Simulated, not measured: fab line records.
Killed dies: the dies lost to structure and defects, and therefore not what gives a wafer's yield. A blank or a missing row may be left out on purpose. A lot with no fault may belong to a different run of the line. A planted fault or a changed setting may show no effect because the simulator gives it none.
fab line records | flow sky130
[record] lots = 6 | wafers = 18 | last-day = 50
route steps=708 shown VT_ADJUST_NCORE@125 VT_ADJUST_HVTR@131 PAD_OPEN@708
lots that met no fault: from a run of the same line without faults
start-h: hours from the record's opening day to when the first of the lot's shown wafers began | wait-h: hours elapsed since this lot's preceding step | " the same as in the row above | L1.1+2: one row covering several wafers at once | - no value, or no start was given | * or withheld: withheld | < > ~ a bound
route shown NAME@n: a module of which the file shows steps, and the number in the route of the first | usual: mean/standard deviation taken from wafers without a fault | same: alike in all rows | chamber/n: place in a boat | sites: the reading at each site | _std_site: the values' standard deviation | _edge_site: the outer-site mean with the inner-site mean subtracted | radius-mm: for every site, how far away it sits from the centre of the wafer | mask NAME#n: copy n | behind: the most recent tool/chamber to have shaped the wafer | hold: what put the lot on hold/how long, in hours/how the hold closed | device: the n, p or np transistor that did not switch | end of line: the same wafers' tests at the end of the route | where a step has no rows: the recipe by itself | killed: the dies lost at the first sort to structure and to defects; this is not the yield of the wafer | map: a wafer's dies, x killed, . not, _ none there
set.NAME: the setting as run; set.NAME@STEP: as run at that earlier step | model.NAME: the simulator's own value behind a step, which no gauge read
lots at selected steps of the route; one table per step, one row per wafer
services: a tool's chamber out of use, with start hour (start-h, from the record's first day; less than 0 if before it), hours out, and reason
[[steps]]
[step SKY_VT_ADJUST_NCORE_DEVELOP_06]
[recipe] resist = NOVOLAK | developer = TMAH | develop-time-s = 60 | dev-temp-c = 23
[step SKY_VT_ADJUST_NCORE_CD_MEAS_07]
[recipe] target-cd-nm = 380
[usual] cd-nm = 380/3.1
lot.wafer | tool      | chamber | start-h | wait-h | cd-nm
L250.2    | cd-sem-01 | -       | 210.66  | 0.1    | 382
L250.5    | "         | -       | "       | "      | 381
L250.6    | "         | -       | "       | "      | 381
L255.2    | cd-sem-02 | -       | 245.18  | 0.1    | 388
L255.3    | "         | -       | "       | "      | 385
L255.6    | "         | -       | "       | "      | 387
L256.2    | cd-sem-02 | -       | 250.56  | 0.1    | 376
L256.3    | "         | -       | "       | "      | 380
L256.5    | "         | -       | "       | "      | 375
L260.2    | cd-sem-01 | -       | 279.56  | 0.1    | 374
L260.3    | "         | -       | "       | "      | 376
L260.6    | "         | -       | "       | "      | 379
L265.2    | cd-sem-01 | -       | 316.61  | 0.1    | 378
L265.3    | "         | -       | "       | "      | 377
L265.5    | "         | -       | "       | "      | 376
L268.1    | cd-sem-02 | -       | 337.89  | 0.2    | 380
L268.5    | "         | -       | "       | "      | 377
L268.6    | "         | -       | "       | "      | 380
[step SKY_VT_ADJUST_NCORE_OVL_MEAS_08]
[usual] VT_ADJUST_NCORE_OVL = 0.3/1.4
lot.wafer | tool       | chamber | start-h | wait-h | VT_ADJUST_NCORE_OVL[nm]
L250.2    | overlay-01 | -       | 210.76  | 0.1    | -2.2
L250.5    | "          | -       | "       | "      | -0.3
L250.6    | "          | -       | "       | "      | -1.5
L255.2    | overlay-02 | -       | 245.29  | 0.1    | 0.1
L255.3    | "          | -       | "       | "      | 0.4
L255.6    | "          | -       | "       | "      | 1.1
L256.2    | overlay-01 | -       | 250.66  | 0.1    | 1.4
L256.3    | "          | -       | "       | "      | 0.1
L256.5    | "          | -       | "       | "      | 1.2
L260.2    | overlay-02 | -       | 279.66  | 0.1    | -1.6
L260.3    | "          | -       | "       | "      | -1.4
L260.6    | "          | -       | "       | "      | -0.4
L265.2    | overlay-01 | -       | 316.71  | 0.1    | 2.9
L265.3    | "          | -       | "       | "      | 1.4
L265.5    | "          | -       | "       | "      | 1.0
L268.1    | overlay-01 | -       | 338.01  | 0.1    | -0.9
L268.5    | "          | -       | "       | "      | 1.2
L268.6    | "          | -       | "       | "      | -0.2
[step SKY_VT_ADJUST_NCORE_IMPLANT_09]
[recipe] species = B | energy-kev = 10 | dose-cm2 = 2.4e+12 | tilt-deg = withheld
[step SKY_VT_ADJUST_NCORE_STRIP_10]
[recipe] chemistry = O2/N2 | power-w = 1400 | pressure-mtorr = 1500 | platen-temp-c = withheld | o2-flow-sccm = 3000 | n2-flow-sccm = 300 | overash-fraction = 0.5
[usual] drypump-motor-current-A = 5.9/0.33 | oes-product-au = 0.716/0.0043 | strip-time-to-endpoint-s = 14.21/0.032
[same] overash-fraction = 0.5
lot.wafer | tool            | chamber | start-h | wait-h | drypump-motor-current-A | oes-product-au | rf-hours-counter-h | strip-time-to-endpoint-s
L250.2    | plasma-asher-04 | 1       | 210.94  | 0.1    | 5.8                     | 0.719          | 51                 | 14.22
L250.5    | "               | 0       | "       | "      | 5.8                     | 0.721          | -                  | 14.18
L250.6    | "               | 1       | "       | "      | 5.8                     | 0.717          | -                  | 14.18
L255.2    | plasma-asher-02 | 0       | 245.47  | 0.1    | 6.6                     | 0.725          | 10                 | 14.20
L255.3    | "               | 1       | "       | "      | 5.4                     | 0.712          | -                  | 14.17
L255.6    | "               | 1       | "       | "      | 5.4                     | 0.716          | -                  | 14.15
L256.2    | plasma-asher-04 | 1       | 250.84  | 0.1    | 5.9                     | 0.718          | 56                 | 14.21
L256.3    | "               | 1       | "       | "      | 5.9                     | 0.716          | -                  | 14.15
L256.5    | "               | 0       | "       | "      | 5.8                     | 0.714          | -                  | 14.19
L260.2    | plasma-asher-03 | 0       | 279.84  | 0.1    | 5.8                     | 0.714          | 59                 | 14.19
L260.3    | "               | 0       | "       | "      | 5.8                     | 0.716          | -                  | 14.21
L260.6    | "               | 1       | "       | "      | 6.0                     | 0.724          | -                  | 14.20
L265.2    | plasma-asher-03 | 1       | 316.89  | 0.1    | 6.0                     | 0.720          | 62                 | 14.22
L265.3    | "               | 1       | "       | "      | 5.9                     | 0.718          | -                  | 14.22
L265.5    | "               | 0       | "       | "      | 5.8                     | 0.721          | -                  | 14.25
L268.1    | plasma-asher-02 | 1       | 338.19  | 0.1    | 5.4                     | 0.711          | 19                 | 14.20
L268.5    | "               | 1       | "       | "      | 5.5                     | 0.721          | -                  | 14.18
L268.6    | "               | 0       | "       | "      | 6.6                     | 0.715          | -                  | 14.21
[step SKY_VT_ADJUST_NCORE_TW_MEAS_11]
[usual] VT_ADJUST_NCORE_TW = 219.8/1.3
lot.wafer | tool          | chamber | start-h | wait-h | VT_ADJUST_NCORE_TW
L250.2    | film-metro-01 | -       | 211.05  | 0.1    | 218.0
L250.5    | "             | -       | "       | "      | 218.7
L250.6    | "             | -       | "       | "      | 218.4
L255.2    | film-metro-01 | -       | 245.58  | 0.1    | 219.4
L255.3    | "             | -       | "       | "      | 218.4
L255.6    | "             | -       | "       | "      | 218.3
L256.2    | film-metro-02 | -       | 250.95  | 0.1    | 220.7
L256.3    | "             | -       | "       | "      | 219.9
L256.5    | "             | -       | "       | "      | 220.2
L260.2    | film-metro-04 | -       | 279.95  | 0.1    | 221.8
L260.3    | "             | -       | "       | "      | 220.2
L260.6    | "             | -       | "       | "      | 220.2
L265.2    | film-metro-02 | -       | 317.00  | 0.1    | 220.1
L265.3    | "             | -       | "       | "      | 219.9
L265.5    | "             | -       | "       | "      | 220.6
L268.1    | film-metro-02 | -       | 338.29  | 0.1    | 221.2
L268.5    | "             | -       | "       | "      | 222.6
L268.6    | "             | -       | "       | "      | 221.8
[step SKY_VT_ADJUST_HVTR_DEHYDRATE_00]
[recipe] temp-c = 200 | time-s = 60
[step SKY_VT_ADJUST_HVTR_HMDS_01]
[recipe] prime-time-s = 60 | prime-temp-c = 120
[step SKY_VT_ADJUST_HVTR_COAT_02]
[recipe] resist = NOVOLAK | spin-rpm = 3000 | resist-thk-nm = 1140
[step SKY_VT_ADJUST_HVTR_SOFTBAKE_03]
[recipe] temp-c = 90 | time-s = 60 | resist = NOVOLAK
[step SKY_VT_ADJUST_HVTR_EXPOSE_04]
[recipe] mask-id = HVTRM | target-cd-nm = 380 | na = 0.6 | source-shape = conventional | sigma-outer = 0.6 | dose-mj = 150
[step SKY_VT_ADJUST_HVTR_PEB_05]
[recipe] temp-c = withheld | time-s = * | resist = NOVOLAK
[step SKY_VT_ADJUST_HVTR_DEVELOP_06]
[recipe] develop-time-s = 60 | dev-temp-c = 23
[usual] developer-temp-C = 23.00/0.1 | exhaust-pa = 44.9/0.83
lot.wafer | tool           | chamber | start-h | wait-h | developer-temp-C | exhaust-pa
L250.2    | litho-track-04 | 0       | 233.79  | 0.1    | 22.94            | 44.8
L250.5    | "              | 0       | "       | "      | 22.88            | 44.4
L250.6    | "              | 0       | "       | "      | 22.81            | 44.3
L255.2    | litho-track-02 | 0       | 269.66  | 0.1    | 23.01            | 45.0
L255.3    | "              | 0       | "       | "      | 22.94            | 43.3
L255.6    | "              | 0       | "       | "      | 22.96            | 44.5
L256.2    | litho-track-02 | 0       | 274.46  | 0.1    | 23.07            | 44.0
L256.3    | "              | 0       | "       | "      | 23.00            | 44.4
L256.5    | "              | 0       | "       | "      | 23.00            | 44.1
L260.2    | litho-track-02 | 0       | 304.96  | 0.1    | 23.01            | 44.0
L260.3    | "              | 0       | "       | "      | 23.08            | 43.4
L260.6    | "              | 0       | "       | "      | 22.92            | 43.8
L265.2    | litho-track-01 | 0       | 343.08  | 0.1    | 23.06            | 44.9
L265.3    | "              | 0       | "       | "      | 22.98            | 44.1
L265.5    | "              | 0       | "       | "      | 23.03            | 44.1
L268.1    | litho-track-01 | 0       | 364.70  | 0.1    | 23.07            | 44.7
L268.5    | "              | 0       | "       | "      | 22.95            | 44.8
L268.6    | "              | 0       | "       | "      | 22.96            | 45.0
[step SKY_VT_ADJUST_HVTR_CD_MEAS_07]
[recipe] target-cd-nm = 380
[usual] cd-nm = 380.1/2.6
lot.wafer | tool      | chamber | start-h | wait-h | cd-nm
L250.2    | cd-sem-02 | -       | 233.94  | 0.1    | 376.3
L250.5    | "         | -       | "       | "      | 377.3
L250.6    | "         | -       | "       | "      | 376.9
L255.2    | cd-sem-01 | -       | 269.81  | 0.1    | 377.8
L255.3    | "         | -       | "       | "      | 379.4
L255.6    | "         | -       | "       | "      | 378.2
L256.2    | cd-sem-02 | -       | 274.61  | 0.1    | 365.3
L256.3    | "         | -       | "       | "      | 378.9
L256.5    | "         | -       | "       | "      | 380.6
L260.2    | cd-sem-02 | -       | 305.11  | 0.1    | 361.5
L260.3    | "         | -       | "       | "      | 381.5
L260.6    | "         | -       | "       | "      | 360.2
L265.2    | cd-sem-02 | -       | 343.22  | 0.1    | 381.8
L265.3    | "         | -       | "       | "      | 386.9
L265.5    | "         | -       | "       | "      | 382.0
L268.1    | cd-sem-01 | -       | 364.85  | 0.1    | 379.9
L268.5    | "         | -       | "       | "      | 381.2
L268.6    | "         | -       | "       | "      | 380.4
[step SKY_VT_ADJUST_HVTR_OVL_MEAS_08]
[usual] VT_ADJUST_HVTR_OVL = -0.6/1.2
lot.wafer | tool       | chamber | start-h | wait-h | VT_ADJUST_HVTR_OVL[nm]
L250.2    | overlay-01 | -       | 234.04  | 0.1    | -0.6
L250.5    | "          | -       | "       | "      | -2.7
L250.6    | "          | -       | "       | "      | 0.4
L255.2    | overlay-02 | -       | 269.91  | 0.1    | -0.1
L255.3    | "          | -       | "       | "      | -1.6
L255.6    | "          | -       | "       | "      | -0.5
L256.2    | overlay-01 | -       | 274.71  | 0.1    | 1.0
L256.3    | "          | -       | "       | "      | 0.3
L256.5    | "          | -       | "       | "      | 0.6
L260.2    | overlay-01 | -       | 305.21  | 0.1    | 1.3
L260.3    | "          | -       | "       | "      | 0.9
L260.6    | "          | -       | "       | "      | -0.2
L265.2    | overlay-02 | -       | 343.33  | 0.1    | 0.0
L265.3    | "          | -       | "       | "      | -1.3
L265.5    | "          | -       | "       | "      | 0.3
L268.1    | overlay-01 | -       | 364.97  | 0.1    | -1.4
L268.5    | "          | -       | "       | "      | 0.6
L268.6    | "          | -       | "       | "      | 1.0
[step SKY_PAD_OPEN_PROBE_99]
[usual] killed_at_M0_to_M3 = 45/7.3 | killed_at_M4_up = 3.2/1.8 | killed-at-contacts = 25/5.5 | killed-at-front-end = 15/4.2 | killed-at-other = 0.3/0.69 | killed-dies = 89/9.4 | killed-on-rim = 17/3.8 | killed-open = 49/6.6 | killed-short = 40/6.4
[same] gross-dies = 492 | killed-at-back-side = 0
lot.wafer | tool      | chamber | start-h | wait-h | killed_at_M0_to_M3 | killed_at_M4_up | killed-at-contacts | killed-at-front-end | killed-at-other | killed-dies | killed-on-rim | killed-open | killed-short
L250.2    | prober-02 | -       | 1100.71 | 0.1    | 35                 | 2               | 25                 | 18                  | 1               | 81          | 13            | 44          | 37
L250.5    | prober-02 | -       | 1100.86 | 0.2    | 54                 | 3               | 26                 | 15                  | 0               | 98          | 23            | 53          | 43
L250.6    | prober-02 | -       | 1100.91 | 0.2    | 45                 | 3               | 19                 | 17                  | 1               | 85          | 20            | 51          | 33
// killed by level:class
L250.2 CONTACT:geometric-particle:open=11 VIA1:geometric-particle:open=7 METAL2:geometric-particle:short=7 POLY_GATE:geometric-particle:short=6 CONTACT:geometric-particle:short=6 VIA1:geometric-particle:short=6 VIA2:geometric-particle:open=5 FIELD_ISO:geometric-particle:open=4
L250.5 VIA1:geometric-particle:open=17 CONTACT:geometric-particle:open=9 CONTACT:geometric-particle:short=7 METAL1:geometric-particle:short=6 VIA2:geometric-particle:short=6 VIA2:geometric-particle:open=6 LI_CONTACT:geometric-particle:open=4 METAL2:geometric-particle:open=4
L250.6 VIA2:geometric-particle:open=9 VIA1:geometric-particle:open=8 CONTACT:geometric-particle:open=8 METAL1:geometric-particle:short=6 VIA3:geometric-particle:open=5 FIELD_ISO:geometric-particle:short=4 POLY_CUT:geometric-particle:open=4 LI_CONTACT:geometric-particle:open=4
[[services]]
tool            | chamber | start-h | hours | kind
plasma-asher-02 | -       | 212.40  | 3.1   | repair
plasma-asher-03 | -       | 216.49  | 14.6  | pm
plasma-asher-04 | -       | 325.69  | 0.4   | repair
plasma-asher-04 | -       | 335.62  | 4.0   | repair
plasma-asher-04 | -       | 349.05  | 13.1  | repair
[[key]]
[first-sign] step = SKY_VT_ADJUST_HVTR_CD_MEAS_07 | reading = cd-nm | direction = down | sigmas = 6.8 | usual = 380.1 | struck = 362.4
effect none on later readings
met-at SKY_VT_ADJUST_HVTR_DEVELOP_06
struck-wafers L256.2,L260.2,L260.6
tester-left-out L256,L260
onset-between 269.66 274.46
[fault] kind = process-parameter-drift | tool = litho-track-02 | chamber = - | onset-h = 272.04 | steps = SKY_VT_ADJUST_HVTR_DEVELOP_06 | channel = develop-time-s | offset = * | shape = step | end-h = 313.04 | scope = struck-wafers-only | acts-in = * | stated = *
// tester-left-out: of these lots the tester's yield and bins aren't shown, on N5 and GAA mostly nor the transistor test; their killed dies are dies lost to structure and defects alone, not to doping, threshold or leakage, so they don't give the yield
